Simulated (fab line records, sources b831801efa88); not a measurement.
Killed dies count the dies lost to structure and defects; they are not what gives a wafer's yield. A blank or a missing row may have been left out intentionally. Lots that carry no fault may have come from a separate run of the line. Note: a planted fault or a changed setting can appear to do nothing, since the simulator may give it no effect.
Which tool did it? | flow gf180mcu | 72 wafers from 24 lots sampled at 5 of the route's 602 steps

## WHAT THE GAUGES READ, wafer by wafer
GF_STI_THK_MEAS_22.
lot  | measured    | on            | STI_OXIDATION_01_THK (nm)
L074 | day 2 04:45 | film metro-01 | 14.49 14.87 14.56
L075 | day 2 09:59 | film metro-02 | 14.47 14.70 14.82
L076 | day 2 15:43 | film metro-03 | 14.69 15.04 15.20
L077 | day 2 21:02 | film metro-02 | 15.23 14.99 14.91
L078 | day 3 01:49 | film metro-02 | 15.18 14.93 15.33
L079 | day 3 06:50 | film metro-02 | 14.91 15.20 14.88
L080 | day 3 10:35 | film metro-01 | 14.77 14.94 14.96
L081 | day 3 15:05 | film metro-02 | 15.08 15.07 15.06
L082 | day 3 20:17 | film metro-02 | 15.03 14.88 15.16
L083 | day 4 03:20 | film metro-02 | 15.38 15.00 15.12
L084 | day 4 07:13 | film metro-03 | 15.29 14.84 15.05
L085 | day 4 12:05 | film metro-02 | 14.59 14.75 14.67
L086 | day 4 16:32 | film metro-03 | 15.40 15.15 15.09
L087 | day 4 22:08 | film metro-01 | 14.97 15.08 14.96
L088 | day 5 03:19 | film metro-02 | 15.04 14.85 14.86
L089 | day 5 08:38 | film metro-03 | 15.02 15.39 15.22
L090 | day 5 14:48 | film metro-03 | 15.05 15.30 15.22
L091 | day 5 18:54 | film metro-03 | 15.42 15.57 15.45
L092 | day 5 23:42 | film metro-02 | 15.15 15.04 14.74
L093 | day 6 05:38 | film metro-02 | 15.19 15.50 15.44
L094 | day 6 10:49 | film metro-02 | 14.93 14.88 15.12
L095 | day 6 15:59 | film metro-02 | 14.85 15.00 14.76
L096 | day 6 20:13 | film metro-02 | 14.89 15.35 15.26
L097 | day 7 01:58 | film metro-01 | 15.14 15.13 15.06

GF_M2_CD_MEAS_14: the cd target is 280 nm.
lot  | measured     | on        | cd nm (nm)
L074 | day 19 08:06 | cd sem-02 | 283.0 282.6 282.3
L075 | day 19 17:26 | cd sem-02 | 280.8 281.0 282.0
L076 | day 20 02:16 | cd sem-02 | 279.8 279.5 278.9
L077 | day 20 09:23 | cd sem-01 | 277.3 278.2 280.0
L078 | day 20 23:34 | cd sem-02 | 281.0 280.1 281.1
L079 | day 21 08:40 | cd sem-01 | 280.0 280.9 280.3
L080 | day 21 15:05 | cd sem-02 | 280.2 280.9 281.2
L081 | day 21 19:02 | cd sem-02 | 279.8 278.8 279.0
L082 | day 22 08:10 | cd sem-01 | 279.7 279.3 279.2
L083 | day 22 18:39 | cd sem-02 | 280.7 280.1 280.5
L084 | day 23 02:44 | cd sem-02 | 282.0 282.6 282.5
L085 | day 23 15:49 | cd sem-01 | 280.5 280.2 280.6
L086 | day 23 17:44 | cd sem-01 | 280.5 280.8 280.1
L087 | day 24 04:01 | cd sem-01 | 279.2 279.6 280.5
L088 | day 24 16:14 | cd sem-02 | 278.7 278.7 279.7
L089 | day 24 16:34 | cd sem-01 | 280.8 280.6 280.7
L090 | day 25 03:37 | cd sem-01 | 278.6 278.5 278.1
L091 | day 25 08:50 | cd sem-01 | 281.5 281.0 281.4
L092 | day 25 20:10 | cd sem-01 | 281.5 281.1 281.3
L093 | day 25 22:02 | cd sem-01 | 279.9 280.3 279.2
L094 | day 26 06:52 | cd sem-01 | 283.4 281.8 282.7
L095 | day 26 15:26 | cd sem-01 | 277.1 278.3 277.8
L096 | day 26 17:16 | cd sem-01 | 281.7 281.1 281.5
L097 | day 27 03:31 | cd sem-02 | 281.7 283.0 281.7

GF_V5_THK_MEAS_03.
lot  | measured     | on            | V5_CVD_02_THK (nm)
L074 | day 26 11:49 | film metro-03 | 1411 1430 1472
L075 | day 26 20:02 | film metro-03 | 1414 1450 1437
L076 | day 27 01:04 | film metro-03 | 1411 1438 1452
L077 | day 27 09:29 | film metro-03 | 1420 1438 1446
L078 | day 27 20:42 | film metro-03 | 1440 1466 1474
L079 | day 28 05:01 | film metro-01 | 1433 1430 1444
L080 | day 28 08:33 | film metro-02 | 1436 1461 1451
L081 | day 28 12:28 | film metro-03 | 1455 1469 1503
L082 | day 28 22:41 | film metro-02 | 1450 1452 1476
L083 | day 29 10:02 | film metro-02 | 1415 1439 1426
L084 | day 29 14:49 | film metro-01 | 1458 1466 1501
L085 | day 30 02:58 | film metro-03 | 1425 1429 1441
L086 | day 30 03:53 | film metro-03 | 1422 1454 1447
L087 | day 30 10:49 | film metro-03 | 1432 1462 1437
L088 | day 30 23:52 | film metro-03 | 1460 1508 1482
L089 | day 30 23:10 | film metro-01 | 1437 1445 1444
L090 | day 31 08:00 | film metro-01 | 1423 1409 1419
L091 | day 31 12:32 | film metro-01 | 1420 1417 1446
L092 | day 31 23:01 | film metro-02 | 1433 1456 1462
L093 | day 32 00:04 | film metro-02 | 1447 1459 1481
L094 | day 32 06:00 | film metro-02 | 1446 1451 1459
L095 | day 32 11:25 | film metro-02 | 1436 1465 1484
L096 | day 32 13:01 | film metro-02 | 1450 1457 1485
L097 | day 32 22:19 | film metro-03 | 1419 1452 1479

GF_V5_CD_MEAS_14: the cd target is 260 nm.
lot  | measured     | on        | cd nm (nm)
L074 | day 27 08:46 | cd sem-01 | 259.2 258.6 258.4
L075 | day 27 17:28 | cd sem-02 | 260.9 260.5 261.1
L076 | day 27 21:29 | cd sem-02 | 262.0 262.8 261.4
L077 | day 28 06:17 | cd sem-02 | 258.0 258.0 258.2
L078 | day 28 17:18 | cd sem-01 | 261.7 260.0 260.6
L079 | day 29 01:19 | cd sem-01 | 258.5 256.7 258.7
L080 | day 29 04:22 | cd sem-01 | 262.8 262.1 262.0
L081 | day 29 08:37 | cd sem-02 | 259.9 261.2 258.9
L082 | day 29 18:25 | cd sem-02 | 261.7 259.7 259.3
L083 | day 30 05:32 | cd sem-01 | 258.2 258.9 261.1
L084 | day 30 10:19 | cd sem-02 | 258.4 259.0 259.4
L085 | day 30 21:08 | cd sem-01 | 261.8 260.6 261.4
L086 | day 30 23:02 | cd sem-01 | 260.1 259.8 258.7
L087 | day 31 04:59 | cd sem-01 | 260.1 260.9 259.1
L088 | day 31 18:02 | cd sem-02 | 262.1 260.6 261.6
L089 | day 31 16:55 | cd sem-01 | 258.6 258.6 258.6
L090 | day 32 01:59 | cd sem-01 | 261.9 260.9 260.7
L091 | day 32 06:05 | cd sem-01 | 260.3 261.3 261.3
L092 | day 32 15:11 | cd sem-02 | 262.3 260.7 261.4
L093 | day 32 19:52 | cd sem-02 | 258.9 260.0 259.6
L094 | day 32 23:53 | cd sem-02 | 258.9 258.4 259.6
L095 | day 33 03:55 | cd sem-01 | 256.4 256.7 256.9
L096 | day 33 05:25 | cd sem-01 | 261.5 261.6 262.3
L097 | day 33 14:52 | cd sem-02 | 258.6 258.2 257.4

## WHAT TOOL EACH LOT RAN ON (gives the tool, then ch and the chambers of the sampled wafers, and finally the start)
lot  | GF_HV_LDD_STRIP_49
L074 | plasma asher-04 ch 0,1, day 12 12:32
L075 | plasma asher-04 ch 0,1, day 12 18:49
L076 | plasma asher-04 ch 0,1, day 13 04:59
L077 | plasma asher-04 ch 0,1, day 13 08:56
L078 | plasma asher-01 ch 0,1, day 13 21:25
L079 | plasma asher-03 ch 0,1, day 14 03:18
L080 | plasma asher-04 ch 0,1, day 14 10:55
L081 | plasma asher-01 ch 0,1, day 14 13:30
L082 | plasma asher-03 ch 0,1, day 15 00:12
L083 | plasma asher-03 ch 0,1, day 15 11:15
L084 | plasma asher-03 ch 0,1, day 15 15:57
L085 | plasma asher-01 ch 0,1, day 16 02:40
L086 | plasma asher-03 ch 0,1, day 16 10:24
L087 | plasma asher-04 ch 1, day 16 20:12
L088 | plasma asher-03 ch 0,1, day 17 10:02
L089 | plasma asher-01 ch 0,1, day 17 10:48
L090 | plasma asher-04 ch 0,1, day 18 00:20
L091 | plasma asher-04 ch 0,1, day 18 02:24
L092 | plasma asher-04 ch 0, day 18 13:15
L093 | plasma asher-03 ch 0, day 18 18:11
L094 | plasma asher-04 ch 0,1, day 19 03:47
L095 | plasma asher-01 ch 0,1, day 19 13:20
L096 | plasma asher-04 ch 0,1, day 19 15:17
L097 | plasma asher-01 ch 0,1, day 20 03:08
- GF_HV_LDD_STRIP_49: strips in O2/N2.

## AS READ BY THE TOOLS THEMSELVES (means over the sampled wafers that have a number; for cases with no such wafer, the mark the record gives instead)
GF_HV_LDD_STRIP_49.
lot  | tool            | chamber pressure mTorr (mTorr) | drypump motor current A (A) | heater power w (W) | oes product au (a.u.) | strip time to endpoint s (s)
L074 | plasma asher-04 | 1500.2                         | 5.8                         | 361                | 0.713                 | 12.62
L075 | plasma asher-04 | 1499.3                         | 5.7                         | 331                | 0.718                 | 12.64
L076 | plasma asher-04 | 1500.6                         | 5.7                         | 343                | 0.714                 | 12.69
L077 | plasma asher-04 | 1498.9                         | 5.8                         | 358                | 0.716                 | 12.65
L078 | plasma asher-01 | 1498.3                         | 6.1                         | 318                | 0.717                 | 12.60
L079 | plasma asher-03 | 1501.1                         | 5.5                         | 320                | 0.715                 | 12.63
L080 | plasma asher-04 | 1501.0                         | 5.7                         | 336                | 0.720                 | 12.65
L081 | plasma asher-01 | 1501.4                         | 6.1                         | 321                | 0.713                 | 12.64
L082 | plasma asher-03 | 1498.5                         | 6.2                         | 323                | 0.713                 | 12.66
L083 | plasma asher-03 | 1502.2                         | 5.6                         | 323                | 0.719                 | 12.69
L084 | plasma asher-03 | 1499.3                         | 6.2                         | 329                | 0.714                 | 12.65
L085 | plasma asher-01 | 1500.1                         | 6.1                         | 322                | 0.718                 | 12.63
L086 | plasma asher-03 | 1500.8                         | 6.2                         | 326                | 0.717                 | 12.68
L087 | plasma asher-04 | 1500.0                         | 5.7                         | 315                | 0.720                 | 12.66
L088 | plasma asher-03 | 1498.8                         | 6.2                         | 324                | 0.718                 | 12.64
L089 | plasma asher-01 | 1500.0                         | 6.1                         | 316                | 0.715                 | 12.61
L090 | plasma asher-04 | 1500.3                         | 5.7                         | 339                | 0.719                 | 12.71
L091 | plasma asher-04 | 1500.5                         | 5.7                         | 340                | 0.714                 | 12.68
L092 | plasma asher-04 | 1500.9                         | 5.8                         | 386                | 0.716                 | 12.64
L093 | plasma asher-03 | 1498.8                         | 6.8                         | 329                | 0.712                 | 12.66
L094 | plasma asher-04 | 1499.8                         | 5.7                         | 328                | 0.714                 | 12.68
L095 | plasma asher-01 | 1500.1                         | 6.2                         | 318                | 0.716                 | 12.68
L096 | plasma asher-04 | 1499.6                         | 5.8                         | 341                | 0.714                 | 12.66
L097 | plasma asher-01 | 1499.4                         | 6.1                         | 307                | 0.717                 | 12.62

## THE ANSWER, worked out from the rows above alone
Rule: what is usual is taken from the lots themselves. Put in order of their means at a reading, lots are off if they are a third of the lots or fewer, leave a main group of 4 or more, and stand apart from it by a gap of 3 or more times the standard deviation of the main group's means; of several such gaps the widest counts. A main group is skipped when, at the precision printed for the reading in the tables above, its means are all equal. Also off: a lot with no number at a reading for which 4 or more lots have one. The other lots that the step has rows for count as sound. First the gauges in route order, then the tools' own readings, where a lot's mean is used as printed above. At the first step where some lot is off, the reading lying furthest off is the one used; lots without a number count as furthest.
No lot is off on any of the readings shown, so nothing can be concluded from this.

## WHAT THE SIMULATOR HAD PUT IN
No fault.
